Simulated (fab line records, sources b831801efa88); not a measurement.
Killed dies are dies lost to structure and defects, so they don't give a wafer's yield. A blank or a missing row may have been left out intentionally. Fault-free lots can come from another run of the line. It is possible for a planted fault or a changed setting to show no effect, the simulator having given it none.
fab line records || flow sky130
record {"lots": 14, "wafers": 42, "lastDay": 50}
route steps=708 shown SONOS_ONO@178
lots with no fault: from the same line, run without faults
startH: hours from the record's first day to the start of the lot's first wafer shown || waitH: hours elapsed since this lot's preceding step || " same as the row above || L1.1+2: a row that stands for several wafers || - no value, or no start was given || * or withheld: withheld || < > ~ a bound
route shown NAME@n: a module of which the file shows steps, and the number in the route of the first || usual: average and standard deviation across the fault-free wafers || same: alike in all rows || chamber/n: place in a boat || sites: readings site by site || _std_site: standard deviation of those values || _edge_site: mean of outer sites minus mean of inner sites || radiusMm: for every site, how far away it sits from the centre of the wafer || mask NAME#n: copy n || behind: the last tool/chamber to shape the wafer || hold: cause of the lot's hold/its duration in hours/its outcome || device: whichever transistor did not switch (one of n, p or np) || end of line: tests of these same wafers at the route's end || a step with no rows: only its recipe || killed: at the first sort, the dies lost to defects and structure; wafer yield is something else || map: shows each die of a wafer: x if killed, . if not, _ if none is there
set.NAME: the run value of the setting; set.NAME@STEP: its run value at that earlier step || model.NAME: the simulator's own value behind a step, which no gauge read
a sample of lots followed through the steps of the route, with each step as a table and each wafer as a row
services: when a tool's chamber went out of use (startH, in hours from the record's first day, below 0 if earlier), for how many hours, and the reason
## steps
# step SKY_SONOS_ONO_EXPOSE_10
# recipe {"maskId": "ONOM", "targetCdNm": 410, "na": 0.6, "sourceShape": "conventional", "sigmaOuter": 0.6, "doseMj": 150}
# usual {"exposureDoseMJCm2": "149.93/0.15", "focusOffsetNm": "0.0/0.5"}
{"lot.wafer": "L703.1", "tool": "ilineStepper-01", "chamber": 0, "startH": 265.46, "waitH": "-", "mask": "ONOM#0", "exposureDoseMJCm2": 149.95, "focusOffsetNm": -0.1}
{"lot.wafer": "L703.2", "tool": "ilineStepper-01", "chamber": 0, "startH": 265.46, "waitH": "-", "mask": "ONOM#0", "exposureDoseMJCm2": 149.92, "focusOffsetNm": -0.5}
{"lot.wafer": "L703.6", "tool": "ilineStepper-01", "chamber": 0, "startH": 265.46, "waitH": "-", "mask": "ONOM#0", "exposureDoseMJCm2": 150.05, "focusOffsetNm": 0.3}
{"lot.wafer": "L704.3", "tool": "ilineStepper-02", "chamber": 0, "startH": 277.42, "waitH": "-", "mask": "ONOM#0", "exposureDoseMJCm2": 149.85, "focusOffsetNm": 0.5}
{"lot.wafer": "L704.5", "tool": "ilineStepper-02", "chamber": 0, "startH": 277.42, "waitH": "-", "mask": "ONOM#0", "exposureDoseMJCm2": 149.85, "focusOffsetNm": -0.2}
{"lot.wafer": "L704.6", "tool": "ilineStepper-02", "chamber": 0, "startH": 277.42, "waitH": "-", "mask": "ONOM#0", "exposureDoseMJCm2": 149.87, "focusOffsetNm": -0.1}
{"lot.wafer": "L705.1", "tool": "ilineStepper-02", "chamber": 0, "startH": 288.11, "waitH": "-", "mask": "ONOM#0", "exposureDoseMJCm2": 149.63, "focusOffsetNm": -0.3}
{"lot.wafer": "L705.4", "tool": "ilineStepper-02", "chamber": 0, "startH": 288.11, "waitH": "-", "mask": "ONOM#0", "exposureDoseMJCm2": 149.72, "focusOffsetNm": -0.2}
{"lot.wafer": "L705.6", "tool": "ilineStepper-02", "chamber": 0, "startH": 288.11, "waitH": "-", "mask": "ONOM#0", "exposureDoseMJCm2": 149.92, "focusOffsetNm": 0.0}
{"lot.wafer": "L706.3", "tool": "ilineStepper-01", "chamber": 0, "startH": 295.93, "waitH": "-", "mask": "ONOM#0", "exposureDoseMJCm2": 150.01, "focusOffsetNm": 0.1}
{"lot.wafer": "L706.5", "tool": "ilineStepper-01", "chamber": 0, "startH": 295.93, "waitH": "-", "mask": "ONOM#0", "exposureDoseMJCm2": 150.01, "focusOffsetNm": 0.5}
{"lot.wafer": "L706.6", "tool": "ilineStepper-01", "chamber": 0, "startH": 295.93, "waitH": "-", "mask": "ONOM#0", "exposureDoseMJCm2": 150.08, "focusOffsetNm": 0.3}
{"lot.wafer": "L707.1", "tool": "ilineStepper-01", "chamber": 0, "startH": 303.19, "waitH": "-", "mask": "ONOM#0", "exposureDoseMJCm2": 150.03, "focusOffsetNm": -0.1}
{"lot.wafer": "L707.3", "tool": "ilineStepper-01", "chamber": 0, "startH": 303.19, "waitH": "-", "mask": "ONOM#0", "exposureDoseMJCm2": 150.08, "focusOffsetNm": -0.6}
{"lot.wafer": "L707.4", "tool": "ilineStepper-01", "chamber": 0, "startH": 303.19, "waitH": "-", "mask": "ONOM#0", "exposureDoseMJCm2": 150.08, "focusOffsetNm": 0.3}
{"lot.wafer": "L713.1", "tool": "ilineStepper-02", "chamber": "-", "startH": 343.80, "waitH": "-", "mask": "ONOM#0", "exposureDoseMJCm2": "-", "focusOffsetNm": "-"}
{"lot.wafer": "L713.4", "tool": "ilineStepper-02", "chamber": "-", "startH": 343.80, "waitH": "-", "mask": "ONOM#0", "exposureDoseMJCm2": "-", "focusOffsetNm": "-"}
{"lot.wafer": "L713.6", "tool": "ilineStepper-02", "chamber": "-", "startH": 343.80, "waitH": "-", "mask": "ONOM#0", "exposureDoseMJCm2": "-", "focusOffsetNm": "-"}
{"lot.wafer": "L714.2", "tool": "ilineStepper-02", "chamber": "-", "startH": 357.78, "waitH": "-", "mask": "ONOM#0", "exposureDoseMJCm2": "-", "focusOffsetNm": "-"}
{"lot.wafer": "L714.5", "tool": "ilineStepper-02", "chamber": "-", "startH": 357.78, "waitH": "-", "mask": "ONOM#0", "exposureDoseMJCm2": "-", "focusOffsetNm": "-"}
{"lot.wafer": "L714.6", "tool": "ilineStepper-02", "chamber": "-", "startH": 357.78, "waitH": "-", "mask": "ONOM#0", "exposureDoseMJCm2": "-", "focusOffsetNm": "-"}
{"lot.wafer": "L719.1", "tool": "ilineStepper-02", "chamber": 0, "startH": 413.14, "waitH": "-", "mask": "ONOM#0", "exposureDoseMJCm2": 150.09, "focusOffsetNm": -0.5}
{"lot.wafer": "L719.2", "tool": "ilineStepper-02", "chamber": 0, "startH": 413.14, "waitH": "-", "mask": "ONOM#0", "exposureDoseMJCm2": 149.96, "focusOffsetNm": -0.5}
{"lot.wafer": "L719.3", "tool": "ilineStepper-02", "chamber": 0, "startH": 413.14, "waitH": "-", "mask": "ONOM#0", "exposureDoseMJCm2": 149.96, "focusOffsetNm": 1.0}
{"lot.wafer": "L720.1", "tool": "ilineStepper-02", "chamber": 0, "startH": 414.34, "waitH": "-", "mask": "ONOM#0", "exposureDoseMJCm2": 149.72, "focusOffsetNm": 0.3}
{"lot.wafer": "L720.4", "tool": "ilineStepper-02", "chamber": 0, "startH": 414.34, "waitH": "-", "mask": "ONOM#0", "exposureDoseMJCm2": 149.71, "focusOffsetNm": -0.2}
{"lot.wafer": "L720.6", "tool": "ilineStepper-02", "chamber": 0, "startH": 414.34, "waitH": "-", "mask": "ONOM#0", "exposureDoseMJCm2": 149.69, "focusOffsetNm": 0.7}
{"lot.wafer": "L722.1", "tool": "ilineStepper-02", "chamber": 0, "startH": 423.01, "waitH": "-", "mask": "ONOM#0", "exposureDoseMJCm2": 150.01, "focusOffsetNm": 1.3}
{"lot.wafer": "L722.4", "tool": "ilineStepper-02", "chamber": 0, "startH": 423.01, "waitH": "-", "mask": "ONOM#0", "exposureDoseMJCm2": 149.98, "focusOffsetNm": 1.3}
{"lot.wafer": "L722.6", "tool": "ilineStepper-02", "chamber": 0, "startH": 423.01, "waitH": "-", "mask": "ONOM#0", "exposureDoseMJCm2": 149.93, "focusOffsetNm": 0.4}
{"lot.wafer": "L723.1", "tool": "ilineStepper-01", "chamber": 0, "startH": 427.24, "waitH": "-", "mask": "ONOM#0", "exposureDoseMJCm2": 149.84, "focusOffsetNm": -0.5}
{"lot.wafer": "L723.2", "tool": "ilineStepper-01", "chamber": 0, "startH": 427.24, "waitH": "-", "mask": "ONOM#0", "exposureDoseMJCm2": 149.83, "focusOffsetNm": -0.6}
{"lot.wafer": "L723.4", "tool": "ilineStepper-01", "chamber": 0, "startH": 427.24, "waitH": "-", "mask": "ONOM#0", "exposureDoseMJCm2": 149.92, "focusOffsetNm": -0.7}
{"lot.wafer": "L724.2", "tool": "ilineStepper-01", "chamber": 0, "startH": 438.42, "waitH": "-", "mask": "ONOM#0", "exposureDoseMJCm2": 150.13, "focusOffsetNm": -0.2}
{"lot.wafer": "L724.3", "tool": "ilineStepper-01", "chamber": 0, "startH": 438.42, "waitH": "-", "mask": "ONOM#0", "exposureDoseMJCm2": 149.92, "focusOffsetNm": -0.1}
{"lot.wafer": "L724.6", "tool": "ilineStepper-01", "chamber": 0, "startH": 438.42, "waitH": "-", "mask": "ONOM#0", "exposureDoseMJCm2": 149.98, "focusOffsetNm": 0.3}
{"lot.wafer": "L725.2", "tool": "ilineStepper-02", "chamber": 0, "startH": 443.07, "waitH": "-", "mask": "ONOM#0", "exposureDoseMJCm2": 149.77, "focusOffsetNm": 0.5}
{"lot.wafer": "L725.3", "tool": "ilineStepper-02", "chamber": 0, "startH": 443.07, "waitH": "-", "mask": "ONOM#0", "exposureDoseMJCm2": 149.64, "focusOffsetNm": 0.9}
{"lot.wafer": "L725.4", "tool": "ilineStepper-02", "chamber": 0, "startH": 443.07, "waitH": "-", "mask": "ONOM#0", "exposureDoseMJCm2": 149.72, "focusOffsetNm": 0.2}
{"lot.wafer": "L726.2", "tool": "ilineStepper-01", "chamber": 0, "startH": 457.16, "waitH": "-", "mask": "ONOM#0", "exposureDoseMJCm2": 149.89, "focusOffsetNm": -0.1}
{"lot.wafer": "L726.3", "tool": "ilineStepper-01", "chamber": 0, "startH": 457.16, "waitH": "-", "mask": "ONOM#0", "exposureDoseMJCm2": 150.01, "focusOffsetNm": -0.3}
{"lot.wafer": "L726.6", "tool": "ilineStepper-01", "chamber": 0, "startH": 457.16, "waitH": "-", "mask": "ONOM#0", "exposureDoseMJCm2": 150.07, "focusOffsetNm": 0.1}
## services
{"tool": "ilineStepper-01", "chamber": "-", "startH": 314.95, "hours": 1.6, "kind": "repair"}
{"tool": "ilineStepper-01", "chamber": 0, "startH": 331.12, "hours": "-", "kind": "calibration"}
{"tool": "ilineStepper-01", "chamber": "-", "startH": 335.24, "hours": 15.8, "kind": "repair"}
{"tool": "ilineStepper-01", "chamber": "-", "startH": 359.69, "hours": 3.3, "kind": "repair"}
{"tool": "ilineStepper-02", "chamber": 0, "startH": 376.08, "hours": "-", "kind": "calibration"}
{"tool": "ilineStepper-02", "chamber": "-", "startH": 381.73, "hours": 1.7, "kind": "pm"}
{"tool": "ilineStepper-02", "chamber": "-", "startH": 432.01, "hours": 0.7, "kind": "repair"}
{"tool": "ilineStepper-01", "chamber": "-", "startH": 441.63, "hours": 1.7, "kind": "pm"}
{"tool": "ilineStepper-02", "chamber": "-", "startH": 444.86, "hours": 4.4, "kind": "pm"}
## key
firstSign {"step": "SKY_SONOS_ONO_EXPOSE_10", "reading": "toolRecord", "direction": "missing"}
effect none on later readings
metAt SKY_SONOS_ONO_EXPOSE_10
struckLots L713,L714
laterRowsLeftOut L713.1,L713.4,L713.6,L714.2,L714.5,L714.6
sortLeftOut L713.1,L713.4,L713.6,L714.2,L714.5,L714.6
testerLeftOut L713,L714
onsetBetween 288.11 343.80
fault {"kind": "skippedStepWhole", "tool": "ilineStepper-02", "chamber": "-", "onsetH": 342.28, "steps": "SKY_SONOS_ONO_EXPOSE_10", "scope": "struckLotsOnly"}
# testerLeftOut: of these lots the tester's yield and bins aren't shown, on N5 and GAA mostly nor the transistor test; their killed dies are dies lost to structure and defects alone, not to doping, threshold or leakage, so they don't give the yield
# sortLeftOut: the simulated sort isn't trusted on such a fault, so these wafers' sort isn't shown, and their yield isn't known
# laterRowsLeftOut: the simulator's readings of these wafers behind a module that went badly wrong aren't trusted and aren't shown, but for the sort
